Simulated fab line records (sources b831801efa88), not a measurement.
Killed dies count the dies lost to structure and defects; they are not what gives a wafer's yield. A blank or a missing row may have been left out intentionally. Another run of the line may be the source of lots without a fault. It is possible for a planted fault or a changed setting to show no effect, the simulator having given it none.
Which of the tools did it? -- flow gf180mcu -- Sampling: 12 lots, 36 wafers, 5 of 602 route steps

WHAT THE GAUGES READ, wafer by wafer
GF_V4_THK_MEAS_01. Usual: for V4_CVD_00_THK the level is 601 nm and the standard deviation is 6.5.
lot,measured,on,V4_CVD_00_THK (nm),flag
L177,day 23 19:28,film_metro-01,604 598 599,
L179,day 24 03:13,film_metro-01,591 597 596,
L178,day 24 06:12,film_metro-01,595 610 600,
L180,day 24 10:04,film_metro-02,590 593 602,
L181,day 25 01:11,film_metro-01,599 603 605,
L182,day 25 08:06,film_metro-02,607 604 599,
L183,day 25 16:32,film_metro-02,606 613 608,
L192,day 28 16:20,film_metro-04,508 523 516,OFF
L193,day 28 19:08,film_metro-02,509 510 508,OFF
L195,day 29 08:46,film_metro-04,604 599 603,
L198,day 29 22:53,film_metro-02,605 597 603,
L200,day 30 15:18,film_metro-02,586 594 591,

GF_V4_BOW_MEAS_05. Usual: for V4_BOW the level is 136 um and the standard deviation is 8.8.
lot,measured,on,V4_BOW (um),flag
L177,day 23 19:58,film_metro-02,137 132 133,
L179,day 24 03:42,film_metro-04,127 126 125,
L178,day 24 06:41,film_metro-01,138 143 135,
L180,day 24 10:47,film_metro-04,132 128 125,
L181,day 25 01:41,film_metro-01,136 139 142,
L182,day 25 08:35,film_metro-04,143 139 142,
L183,day 25 17:01,film_metro-02,130 144 139,
L192,day 28 16:50,film_metro-04,128 116 121,
L193,day 28 19:38,film_metro-04,132 135 126,
L195,day 29 09:16,film_metro-04,123 126 140,
L198,day 29 23:27,film_metro-02,142 149 139,
L200,day 30 15:50,film_metro-02,133 145 140,

EACH LOT AND THE TOOL THAT RAN IT (in order: tool; ch and the chambers of the sampled wafers; start)
lot,GF_V3_SPUTTER_22,GF_M4_SPUTTER_01,GF_V4_CVD_00
L177,"pvd_sputter-04, day 22 18:56","pvd_sputter-03, day 22 19:40","hdpcvd-02 ch 0,1,2, day 23 19:23"
L179,"pvd_sputter-04, day 23 02:40","pvd_sputter-02, day 23 03:37","hdpcvd-02 ch 0,1,2, day 24 03:08"
L178,"pvd_sputter-02, day 23 05:35","pvd_sputter-02, day 23 06:20","hdpcvd-01 ch 0,1,2, day 24 06:07"
L180,"pvd_sputter-04, day 23 10:17","pvd_sputter-01, day 23 11:02","hdpcvd-02 ch 0,1,2, day 24 09:58"
L181,"pvd_sputter-01, day 24 01:10","pvd_sputter-02, day 24 02:01","hdpcvd-01 ch 0,2, day 25 01:06"
L182,"pvd_sputter-01, day 24 09:08","pvd_sputter-03, day 24 09:52","hdpcvd-01 ch 0,1,2, day 25 08:02"
L183,"pvd_sputter-01, day 24 17:25","pvd_sputter-02, day 24 18:16","hdpcvd-01 ch 0,2, day 25 16:28"
L192,"pvd_sputter-02, day 27 19:38","pvd_sputter-01, day 27 20:22","hdpcvd-01 ch 0,1,2, day 28 16:16"
L193,"pvd_sputter-04, day 27 21:38","pvd_sputter-03, day 27 22:32","hdpcvd-01 ch 0,1,2, day 28 19:04"
L195,"pvd_sputter-02, day 28 11:53","pvd_sputter-03, day 28 12:37","hdpcvd-02 ch 0,1, day 29 08:42"
L198,"pvd_sputter-01, day 29 01:41","pvd_sputter-03, day 29 02:25","hdpcvd-02 ch 0,1,2, day 29 22:49"
L200,"pvd_sputter-01, day 29 18:56","pvd_sputter-01, day 29 19:43","hdpcvd-02 ch 0,2, day 30 15:13"
- GF_V3_SPUTTER_22: material TiN, target thk 10 nm, time 40 s.
- GF_M4_SPUTTER_01: material TiN, target thk 30 nm, time 25 s.
- GF_V4_CVD_00: deposits SiO2, target thk 600 nm, time 100 s.

WHAT THE TOOLS THEMSELVES READ (means of the sampled wafers that have a number; where no wafer has one, the mark that the record gives instead)
GF_V3_SPUTTER_22. Usual: throttle_valve_pct reads 29.6 % (standard deviation 0.88).
lot,tool,throttle_valve_pct (%),flag
L177,pvd_sputter-04,29.8,
L179,pvd_sputter-04,29.9,
L178,pvd_sputter-02,29.8,
L180,pvd_sputter-04,29.6,
L181,pvd_sputter-01,29.2,
L182,pvd_sputter-01,29.0,
L183,pvd_sputter-01,29.3,
L192,pvd_sputter-02,29.3,
L193,pvd_sputter-04,30.8,
L195,pvd_sputter-02,29.3,
L198,pvd_sputter-01,29.1,
L200,pvd_sputter-01,29.0,

GF_M4_SPUTTER_01. Usual: throttle_valve_pct reads 29.7 % (standard deviation 1.2).
lot,tool,throttle_valve_pct (%),flag
L177,pvd_sputter-03,30.5,
L179,pvd_sputter-02,29.8,
L178,pvd_sputter-02,29.6,
L180,pvd_sputter-01,29.6,
L181,pvd_sputter-02,29.3,
L182,pvd_sputter-03,32.0,
L183,pvd_sputter-02,29.8,
L192,pvd_sputter-01,29.3,
L193,pvd_sputter-03,31.8,
L195,pvd_sputter-03,30.0,
L198,pvd_sputter-03,29.9,
L200,pvd_sputter-01,28.7,

GF_V4_CVD_00. Usual: sih4_flow_sccm reads 59.99 sccm (standard deviation 0.17).
lot,tool,sih4_flow_sccm (sccm),flag
L177,hdpcvd-02,60.07,
L179,hdpcvd-02,60.01,
L178,hdpcvd-01,59.98,
L180,hdpcvd-02,60.13,
L181,hdpcvd-01,60.10,
L182,hdpcvd-01,59.91,
L183,hdpcvd-01,60.04,
L192,hdpcvd-01,50.83,OFF
L193,hdpcvd-01,51.05,OFF
L195,hdpcvd-02,59.87,
L198,hdpcvd-02,59.95,
L200,hdpcvd-02,60.09,

THE ANSWER, worked out from the rows above alone
Rule: lot off if the mean of its wafers having a number is beyond 3 standard deviations from the usual mean. Also off: a lot with no number at a reading for which 4 or more lots have one. Where the step has rows for the other lots, those lots are counted as sound. The gauges are gone through in route order, then the tools' own readings, and for those a lot's mean is taken as printed above. At the first step where some lot is off, the reading lying furthest off is the one used; lots without a number count as furthest.
Off: at GF_V4_THK_MEAS_01 (V4_CVD_00_THK), L192, L193.
If a tool, at a process step before that reading, ran all the lots that are off and no sound lot after the first of them, it fits. Not tried: the gauges at GF_V4_THK_MEAS_01; whatever is off there is also off at GF_V4_CVD_00, on other tools, and gauge error can't account for it. One fits: hdpcvd-01 at GF_V4_CVD_00. A fault onset in the window from L183 (day 25 16:28, its last sound lot) to L192 (day 28 16:16, its first lot off) fits.
The tool's own readings at GF_V4_CVD_00 bear it out: on the lots that are off they differ by more than 5 times the standard deviation of the sound lots' means. sih4_flow_sccm reads 50.94 sccm there against 60.02 sccm on the sound lots.

WHAT HAD BEEN PUT IN BY THE SIMULATOR
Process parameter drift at GF_V4_CVD_00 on hdpcvd-01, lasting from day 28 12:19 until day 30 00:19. The setting sih4_flow_sccm was moved by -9, starting from 60. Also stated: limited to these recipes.
Lots struck among those shown: L192, L193. The rule above found the same.
